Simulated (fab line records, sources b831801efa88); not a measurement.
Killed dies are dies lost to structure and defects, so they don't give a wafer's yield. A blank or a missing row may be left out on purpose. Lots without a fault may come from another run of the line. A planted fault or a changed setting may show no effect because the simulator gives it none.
Split-lot experiment | flow sfq_line | 5 lots, 23 wafers read, on a route of 325 steps

THE SPLIT
At SFQ_TRILAYER_M2_LITHO_COAT_062 (resist thk 62 nm), the setting resist_thk_nm was moved away from the recipe's 62 nm on 10 of the 23 wafers read, by -2.2% to +3.4%. The other wafers ran this setting at the recipe's value.

The file shows no step between the split and the reading.

THE READING
etch.depth_nm (the simulator's own value, which no gauge read), in nm, at SFQ_TRILAYER_M2_BARC_OPEN_METAL_ETCH_077 (etches BARC in O2, target depth 125 nm, time 41.7 s). The file gives no usual value for it. The 13 wafers here that ran the recipe average 61.89 nm, standard deviation 0.15 nm.

wafer  | tool, chamber at the split | resist_thk_nm as run, nm | against the recipe | etch.depth_nm, nm | against lot-mates on the recipe
L076.1 | litho_track-03, 0          | 60.61                    | -2.2%              | 60.51             | -1.43
L076.2 | litho_track-03, 0          | 62                       | recipe             | 61.89             | -
L076.3 | litho_track-03, 0          | 60.61                    | -2.2%              | 60.42             | -1.52
L076.4 | litho_track-03, 0          | 62                       | recipe             | 61.91             | -
L076.5 | litho_track-03, 0          | 62                       | recipe             | 62.03             | -
L077.1 | litho_track-02, 0          | 63.53                    | +2.5%              | 63.49             | +1.52
L077.2 | litho_track-02, 0          | 63.53                    | +2.5%              | 63.56             | +1.59
L077.3 | litho_track-02, 0          | 62                       | recipe             | 62.15             | -
L077.4 | litho_track-02, 0          | 62                       | recipe             | 61.92             | -
L077.6 | litho_track-02, 0          | 62                       | recipe             | 61.83             | -
L080.1 | litho_track-02, 0          | 62                       | recipe             | 61.62             | -
L080.3 | litho_track-02, 0          | 62                       | recipe             | 61.73             | -
L080.6 | litho_track-02, 0          | 62                       | recipe             | 61.86             | -
L083.1 | litho_track-03, 0          | 62                       | recipe             | 61.76             | -
L083.3 | litho_track-03, 0          | 64.12                    | +3.4%              | 64.16             | +2.19
L083.4 | litho_track-03, 0          | 62                       | recipe             | 62.17             | -
L083.5 | litho_track-03, 0          | 64.12                    | +3.4%              | 64.1              | +2.13
L083.6 | litho_track-03, 0          | 64.12                    | +3.4%              | 64.14             | +2.17
L084.1 | litho_track-03, 0          | 60.97                    | -1.7%              | 60.93             | -0.93
L084.2 | litho_track-03, 0          | 60.97                    | -1.7%              | 60.82             | -1.04
L084.4 | litho_track-03, 0          | 60.97                    | -1.7%              | 60.79             | -1.07
L084.5 | litho_track-03, 0          | 62                       | recipe             | 61.91             | -
L084.6 | litho_track-03, 0          | 62                       | recipe             | 61.81             | -

THE FIT
A straight line over all 23 wafers: etch.depth_nm changes by +0.649 nm for each +1% of resist_thk_nm; r = +0.99; the points scatter about the line by 0.12 nm.
The same after taking each lot's own level away (the mean of its wafers on the recipe; 23 wafers): +0.634 nm for each +1%; r = +1.00; scatter 0.1 nm.
On that fit, the largest move of resist_thk_nm shifts the reading by 2.2 nm.
The lots' own levels span 61.737 to 61.967 nm, that is 1.5 times the standard deviation above.
So the lot-to-lot level changes the slope little: the two slopes agree.
Check: with one of the wafers moved furthest among these (+3.4%) left out of the fit, the line predicts +2.16 nm for it against its lot-mates. It came out at +2.19 nm against them.

THE WHOLE CHAIN: every reading that the file lists as answering this split, in the file's order
step                                     | what it does                                        | reading                                                                                    | change (the file's fit)               | r (the file's)
SFQ_TRILAYER_M2_LITHO_COAT_062           | resist thk 62 nm                                    | BARC_of_TRILAYER_M2_LITHO_COAT_062.thk_nm (the simulator's own value, which no gauge read) | +0.636 nm for each +1% of the setting | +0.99
SFQ_TRILAYER_M2_BARC_OPEN_METAL_ETCH_077 | etches BARC in O2, target depth 125 nm, time 41.7 s | etch.depth_nm (the simulator's own value, which no gauge read)                             | +0.636 nm for each +1% of the setting | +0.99

THE FILE'S OWN FIT
etch.depth_nm changes by +0.636 nm for each +1% of resist_thk_nm, r = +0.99.
